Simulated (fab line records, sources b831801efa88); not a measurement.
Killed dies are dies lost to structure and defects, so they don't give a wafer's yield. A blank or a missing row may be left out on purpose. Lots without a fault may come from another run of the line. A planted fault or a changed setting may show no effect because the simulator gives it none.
Which tool did it? | flow sky130 | 12 lots, 36 wafers sampled, at 6 steps of a route of 708

WHAT THE GAUGES READ, wafer by wafer
SKY_SD_N_CD_MEAS_07: target cd 380 nm. Usual: cd_nm 380.7 nm, standard deviation 2.7.
lot  | measured     | on        | cd_nm (nm)        | flag
L330 | day 27 17:43 | cd_sem-02 | 379.0 381.8 381.7 |
L331 | day 28 10:16 | cd_sem-01 | 383.6 383.2 382.6 |
L332 | day 28 13:11 | cd_sem-01 | 381.6 379.4 380.0 |
L334 | day 29 03:05 | cd_sem-01 | 382.7 381.1 379.6 |
L335 | day 30 08:07 | cd_sem-02 | 374.4 376.1 375.6 |
L337 | day 30 13:07 | cd_sem-01 | 382.5 379.1 380.0 |
L338 | day 30 17:07 | cd_sem-02 | 380.6 383.6 384.9 |
L339 | day 31 18:28 | cd_sem-01 | 379.6 379.1 380.2 |
L340 | day 31 21:23 | cd_sem-02 | 384.1 382.3 385.1 |
L344 | day 32 20:19 | cd_sem-01 | 381.8 381.1 381.1 |
L352 | day 35 08:52 | cd_sem-01 | 382.6 384.8 382.4 |
L351 | day 35 09:52 | cd_sem-02 | 380.1 380.8 380.9 |

SKY_LI_CONTACT_THK_MEAS_01. Usual: LI_CONTACT_HDPCVD_THK 929 nm, standard deviation 11.
lot  | measured     | on            | LI_CONTACT_HDPCVD_THK (nm) | flag
L330 | day 27 19:01 | film_metro-04 | 917 929 912                |
L331 | day 28 11:35 | film_metro-04 | 924 925 916                |
L332 | day 28 14:29 | film_metro-04 | 929 924 928                |
L334 | day 29 04:25 | film_metro-03 | 932 940 916                |
L335 | day 30 09:26 | film_metro-03 | 941 921 930                |
L337 | day 30 14:26 | film_metro-02 | 944 937 955                |
L338 | day 30 18:25 | film_metro-04 | 928 929 932                |
L339 | day 31 19:53 | film_metro-04 | 939 950 953                |
L340 | day 31 22:42 | film_metro-04 | 931 929 920                |
L344 | day 32 21:38 | film_metro-03 | 935 923 945                |
L352 | day 35 10:10 | film_metro-03 | 922 940 925                |
L351 | day 35 11:14 | film_metro-04 | 925 924 928                |

SKY_LI_CONTACT_RS_MEAS_22: measures by four-point-probe. Usual: LI_CONTACT_W_RS 0.287 ohm/sq, standard deviation 0.0032.
lot  | measured     | on            | LI_CONTACT_W_RS (ohm/sq) | flag
L330 | day 29 01:23 | film_metro-02 | 0.285 0.286 0.284        |
L331 | day 29 17:31 | film_metro-04 | 0.287 0.284 0.290        |
L332 | day 29 19:55 | film_metro-04 | 0.285 0.290 0.287        |
L334 | day 30 10:10 | film_metro-04 | 0.284 0.285 0.285        |
L335 | day 31 14:19 | film_metro-03 | 0.346 0.284 0.352        | OFF
L337 | day 31 19:16 | film_metro-02 | 0.349 0.346 0.343        | OFF
L338 | day 31 22:53 | film_metro-03 | 0.290 0.293 0.288        |
L339 | day 33 00:10 | film_metro-03 | 0.350 0.280 0.347        | OFF
L340 | day 33 03:17 | film_metro-03 | 0.281 0.285 0.283        |
L344 | day 34 02:01 | film_metro-02 | 0.292 0.289 0.287        |
L352 | day 36 13:17 | film_metro-02 | 0.293 0.291 0.294        |
L351 | day 36 14:32 | film_metro-02 | 0.290 0.285 0.289        |

SKY_LI_CONTACT_THK_MEAS_23: measures by xrf. Usual: LI_CONTACT_W_THK 406 nm, standard deviation 9.5.
lot  | measured     | on            | LI_CONTACT_W_THK (nm) | flag
L330 | day 29 01:29 | film_metro-02 | 403 401 398           |
L331 | day 29 17:38 | film_metro-04 | 407 412 404           |
L332 | day 29 20:02 | film_metro-04 | 408 402 406           |
L334 | day 30 10:17 | film_metro-04 | 415 417 416           |
L335 | day 31 14:26 | film_metro-03 | 355 418 347           | OFF
L337 | day 31 19:23 | film_metro-02 | 340 344 347           | OFF
L338 | day 31 22:59 | film_metro-03 | 408 405 409           |
L339 | day 33 00:17 | film_metro-03 | 351 430 356           |
L340 | day 33 03:24 | film_metro-03 | 422 420 419           |
L344 | day 34 02:08 | film_metro-02 | 394 397 399           |
L352 | day 36 13:23 | film_metro-02 | 390 392 388           |
L351 | day 36 14:38 | film_metro-02 | 394 402 394           |

WHICH TOOL RAN EACH LOT (tool, then ch and the chambers of the sampled wafers, then the start)
lot  | SKY_POLY_CUT_STRIP_12                | SKY_LI_CONTACT_CVD_21
L330 | plasma_asher-01 ch 0,1, day 24 02:32 | cvd_w-02 ch 1, day 29 01:11
L331 | plasma_asher-01 ch 0,1, day 24 20:00 | cvd_w-01 ch 0,1, day 29 17:24
L332 | plasma_asher-01 ch 0,1, day 24 23:42 | cvd_w-02 ch 0,1, day 29 19:46
L334 | plasma_asher-02 ch 0,1, day 25 12:48 | cvd_w-01 ch 0,1, day 30 10:03
L335 | plasma_asher-04 ch 0,1, day 26 18:55 | cvd_w-01 ch 0,1, day 31 14:11
L337 | plasma_asher-02 ch 0,1, day 27 00:10 | cvd_w-01 ch 0, day 31 19:08
L338 | plasma_asher-01 ch 0,1, day 27 03:43 | cvd_w-02 ch 0,1, day 31 22:46
L339 | plasma_asher-04 ch 0,1, day 28 07:24 | cvd_w-01 ch 0,1, day 33 00:03
L340 | plasma_asher-01 ch 0,1, day 28 09:40 | cvd_w-02 ch 0,1, day 33 03:09
L344 | plasma_asher-04 ch 0,1, day 29 10:18 | cvd_w-02 ch 0,1, day 34 01:53
L352 | plasma_asher-01 ch 0,1, day 32 00:36 | cvd_w-02 ch 0,1, day 36 13:10
L351 | plasma_asher-02 ch 0,1, day 32 01:16 | cvd_w-02 ch 0,1, day 36 14:25
- SKY_POLY_CUT_STRIP_12: strips in O2/N2.
- SKY_LI_CONTACT_CVD_21: deposits W, target thk 400 nm, time 120.56 s.

WHAT THE TOOLS THEMSELVES READ (means of the sampled wafers that have a number; where no wafer has one, the mark that the record gives instead)
SKY_POLY_CUT_STRIP_12. Usual: chamber_pressure_mTorr 1500.1 mTorr, standard deviation 1.3; drypump_motor_current_A 5.79 A, standard deviation 0.24; oes_product_au 0.453 a.u., standard deviation 0.0047; strip_time_to_endpoint_s 5.363 s, standard deviation 0.017.
lot  | tool            | chamber_pressure_mTorr (mTorr) | drypump_motor_current_A (A) | oes_product_au (a.u.) | strip_time_to_endpoint_s (s) | flag
L330 | plasma_asher-01 | 1498.2                         | 5.67                        | 0.451                 | 5.349                        |
L331 | plasma_asher-01 | 1499.5                         | 5.66                        | 0.450                 | 5.333                        |
L332 | plasma_asher-01 | 1499.3                         | 5.68                        | 0.450                 | 5.362                        |
L334 | plasma_asher-02 | 1501.9                         | 5.58                        | 0.448                 | 5.367                        |
L335 | plasma_asher-04 | 1501.3                         | 6.08                        | 0.454                 | 5.360                        |
L337 | plasma_asher-02 | 1499.8                         | 5.58                        | 0.453                 | 5.374                        |
L338 | plasma_asher-01 | 1500.9                         | 5.66                        | 0.451                 | 5.353                        |
L339 | plasma_asher-04 | 1501.5                         | 6.08                        | 0.451                 | 5.350                        |
L340 | plasma_asher-01 | 1499.6                         | 5.69                        | 0.452                 | 5.383                        |
L344 | plasma_asher-04 | 1499.4                         | 6.07                        | 0.451                 | 5.350                        |
L352 | plasma_asher-01 | 1500.2                         | 5.76                        | 0.457                 | 5.369                        |
L351 | plasma_asher-02 | 1500.9                         | 5.59                        | 0.456                 | 5.370                        |

SKY_LI_CONTACT_CVD_21. Usual: heater_power_outer_w 518 W, standard deviation 60; heater_power_w 844 W, standard deviation 92.
lot  | tool     | heater_power_outer_w (W) | heater_power_w (W) | flag
L330 | cvd_w-02 | 443                      | 782                |
L331 | cvd_w-01 | 575                      | 927                |
L332 | cvd_w-02 | 483                      | 762                |
L334 | cvd_w-01 | 577                      | 961                |
L335 | cvd_w-01 | 579                      | 936                |
L337 | cvd_w-01 | 586                      | 933                |
L338 | cvd_w-02 | 466                      | 788                |
L339 | cvd_w-01 | 575                      | 927                |
L340 | cvd_w-02 | 466                      | 779                |
L344 | cvd_w-02 | 467                      | 775                |
L352 | cvd_w-02 | 493                      | 762                |
L351 | cvd_w-02 | 485                      | 779                |

THE ANSWER, worked out from the rows above alone
Rule: a lot is off if the mean of its wafers that have a number lies more than 3 standard deviations from the usual mean. A lot without any number at a reading at which 4 lots or more have one is off too. The other lots that the step has rows for count as sound. The gauges are gone through in route order, then the tools' own readings, and for those a lot's mean is taken as printed above. The first step at which some lot is off is used, and at that step the reading that is off furthest; a lot without a number counts as furthest.
Off: L335, L337, L339, at SKY_LI_CONTACT_RS_MEAS_22 (LI_CONTACT_W_RS).
A tool fits if, at a process step before that reading, it ran every lot that is off, and no sound lot after the first of them. The gauges at SKY_LI_CONTACT_RS_MEAS_22 are tried like those tools. One fits: cvd_w-01 at SKY_LI_CONTACT_CVD_21. Its last sound lot is L334 (day 30 10:03), its first lot that is off L335 (day 31 14:11): a fault that began between those two fits.

WHAT THE SIMULATOR HAD PUT IN
Site profile drift: cvd_w-01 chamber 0, from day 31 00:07 on, at SKY_LI_CONTACT_CVD_21. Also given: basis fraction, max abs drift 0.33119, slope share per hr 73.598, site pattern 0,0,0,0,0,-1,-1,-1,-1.
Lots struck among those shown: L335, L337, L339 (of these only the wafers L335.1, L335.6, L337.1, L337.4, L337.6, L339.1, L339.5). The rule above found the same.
